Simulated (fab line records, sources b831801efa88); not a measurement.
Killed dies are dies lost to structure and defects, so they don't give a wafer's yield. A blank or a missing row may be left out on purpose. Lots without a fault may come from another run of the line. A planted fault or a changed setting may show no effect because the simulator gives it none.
Which tool did it? | flow sfq_line | 14 lots, 42 wafers sampled, at 3 steps of a route of 325

WHAT THE GAUGES READ, wafer by wafer
The record holds no reading of a measuring or inspecting step that can be judged against a usual standard deviation.

WHICH TOOL RAN EACH LOT (tool, then ch and the chambers of the sampled wafers, then the start)
lot  | SFQ_TRILAYER_I0_CMP_CMP_028   | SFQ_TRILAYER_I0_METRO_MEASURE_029 | SFQ_TRILAYER_I0_VIA_ETCH_VIA_ETCH_034
L296 | cmp-01 ch 1,2,3, day 12 09:28 | film_metro-03, day 12 11:47       | rie_diel-03 ch 0,3, day 13 02:54
L298 | cmp-01 ch 0,1, day 13 01:59   | film_metro-03, day 13 05:07       | rie_diel-01 ch 0,1, day 13 14:54
L299 | cmp-01 ch 0,3, day 13 07:08   | film_metro-02, day 13 10:27       | rie_diel-03 ch 0,1,3, day 13 20:54
L300 | cmp-02 ch 0,1,3, day 14 10:02 | film_metro-04, day 14 12:39       | rie_diel-03 ch 0,1,3, day 15 02:26
L301 | cmp-02 ch 0,1,2, day 15 00:32 | film_metro-03, day 15 03:51       | rie_diel-03 ch 0,3, day 15 08:26
L302 | cmp-01 ch 1,2, day 15 04:32   | film_metro-03, day 15 07:22       | rie_diel-01 ch 1,2, day 15 13:14
L303 | cmp-02 ch 0,1,2, day 15 14:08 | film_metro-04, day 15 16:45       | rie_diel-01 ch 0,2, day 15 20:17
L304 | cmp-02 ch 1,2, day 15 22:38   | film_metro-04, day 16 01:57       | rie_diel-02 ch 1,3, day 16 05:16
L305 | cmp-02 ch 1,2,3, day 16 05:44 | film_metro-02, day 16 08:21       | rie_diel-01 ch 0,3, day 16 11:52
L309 | cmp-01 ch 0,1,3, day 17 10:22 | film_metro-03, day 17 13:23       | rie_diel-01 ch 0,1,3, day 24 08:50
L311 | cmp-01 ch 0,1, day 18 01:01   | film_metro-03, day 18 04:32       | rie_diel-01 ch 1,2,3, day 25 01:38
L317 | cmp-01 ch 0,2,3, day 21 05:54 | film_metro-04, day 21 08:13       | rie_diel-01 ch 1,3, day 28 00:36
L318 | cmp-01 ch 0,2,3, day 21 11:24 | film_metro-02, day 21 14:01       | rie_diel-02 ch 1,2,3, day 28 11:24
L319 | cmp-02 ch 0,1,2, day 21 23:24 | film_metro-03, day 22 02:25       | rie_diel-03 ch 0,1,3, day 28 21:00
- SFQ_TRILAYER_I0_CMP_CMP_028: polishes SiO2.
- SFQ_TRILAYER_I0_METRO_MEASURE_029
- SFQ_TRILAYER_I0_VIA_ETCH_VIA_ETCH_034: etches SiO2 in CHF3, stops on Nb, target depth 260 nm.

WHAT THE TOOLS THEMSELVES READ (means of the sampled wafers that have a number; where no wafer has one, the mark that the record gives instead)
SFQ_TRILAYER_I0_CMP_CMP_028. Usual: motor_current_A 10.3 A, standard deviation 0.9; platen_rpm 60.00 rpm, standard deviation 0.042; time_to_endpoint_s 218 s, standard deviation 8.4.
lot  | tool   | motor_current_A (A) | platen_rpm (rpm) | time_to_endpoint_s (s) | flag
L296 | cmp-01 | 10.2                | 59.95            | 217                    |
L298 | cmp-01 | 9.2                 | 60.03            | 210                    |
L299 | cmp-01 | 10.0                | 60.01            | 219                    |
L300 | cmp-02 | 11.1                | 59.96            | 220                    |
L301 | cmp-02 | 10.9                | 60.00            | 233                    |
L302 | cmp-01 | 9.5                 | 59.97            | 222                    |
L303 | cmp-02 | 10.7                | 60.04            | 220                    |
L304 | cmp-02 | 10.6                | 60.04            | 220                    |
L305 | cmp-02 | 11.0                | 60.00            | 217                    |
L309 | cmp-01 | 9.3                 | 60.05            | 227                    |
L311 | cmp-01 | 9.8                 | 59.96            | 236                    |
L317 | cmp-01 | 10.1                | 59.96            | 217                    |
L318 | cmp-01 | 10.1                | 60.03            | 212                    |
L319 | cmp-02 | 10.9                | 60.00            | 223                    |

SFQ_TRILAYER_I0_METRO_MEASURE_029. Usual: thk_nm 200.3 nm, standard deviation 1.1.
lot  | tool          | thk_nm (nm) | flag
L296 | film_metro-03 | 199.7       |
L298 | film_metro-03 | 199.3       |
L299 | film_metro-02 | 200.4       |
L300 | film_metro-04 | 201.0       |
L301 | film_metro-03 | 200.7       |
L302 | film_metro-03 | 201.5       |
L303 | film_metro-04 | 201.3       |
L304 | film_metro-04 | 200.8       |
L305 | film_metro-02 | 200.5       |
L309 | film_metro-03 | 182.7       | OFF
L311 | film_metro-03 | 167.0       | OFF
L317 | film_metro-04 | 200.4       |
L318 | film_metro-02 | 199.8       |
L319 | film_metro-03 | 200.2       |

SFQ_TRILAYER_I0_VIA_ETCH_VIA_ETCH_034. Usual: drypump_motor_current_A 5.8 A, standard deviation 0.43; oes_product_au 0.855 a.u., standard deviation 0.0052; rf_fwd_power_W 498.0 W, standard deviation 1.8.
lot  | tool        | drypump_motor_current_A (A) | oes_product_au (a.u.) | rf_fwd_power_W (W) | flag
L296 | rie_diel-03 | 5.7                         | 0.856                 | 497.9              |
L298 | rie_diel-01 | 6.4                         | 0.852                 | 496.8              |
L299 | rie_diel-03 | 5.7                         | 0.848                 | 499.0              |
L300 | rie_diel-03 | 5.7                         | 0.857                 | 499.0              |
L301 | rie_diel-03 | 5.7                         | 0.856                 | 497.7              |
L302 | rie_diel-01 | 6.0                         | 0.859                 | 497.6              |
L303 | rie_diel-01 | 6.3                         | 0.863                 | 497.2              |
L304 | rie_diel-02 | 5.4                         | 0.856                 | 498.3              |
L305 | rie_diel-01 | 6.3                         | 0.862                 | 498.9              |
L309 | rie_diel-01 | 6.3                         | 0.811                 | 499.8              | OFF
L311 | rie_diel-01 | 5.9                         | 0.776                 | 497.5              | OFF
L317 | rie_diel-01 | 6.1                         | 0.854                 | 498.2              |
L318 | rie_diel-02 | 5.6                         | 0.857                 | 498.8              |
L319 | rie_diel-03 | 5.7                         | 0.857                 | 496.9              |

THE ANSWER, worked out from the rows above alone
Rule: a lot is off if the mean of its wafers that have a number lies more than 3 standard deviations from the usual mean. A lot without any number at a reading at which 4 lots or more have one is off too. The other lots that the step has rows for count as sound. The gauges are gone through in route order, then the tools' own readings, and for those a lot's mean is taken as printed above. The first step at which some lot is off is used, and at that step the reading that is off furthest; a lot without a number counts as furthest.
Off: L309, L311, at SFQ_TRILAYER_I0_METRO_MEASURE_029 (thk_nm).
A tool fits if, at that step or a process step before it, it ran every lot that is off, and no sound lot after the first of them. None of those tried fits.

WHAT THE SIMULATOR HAD PUT IN
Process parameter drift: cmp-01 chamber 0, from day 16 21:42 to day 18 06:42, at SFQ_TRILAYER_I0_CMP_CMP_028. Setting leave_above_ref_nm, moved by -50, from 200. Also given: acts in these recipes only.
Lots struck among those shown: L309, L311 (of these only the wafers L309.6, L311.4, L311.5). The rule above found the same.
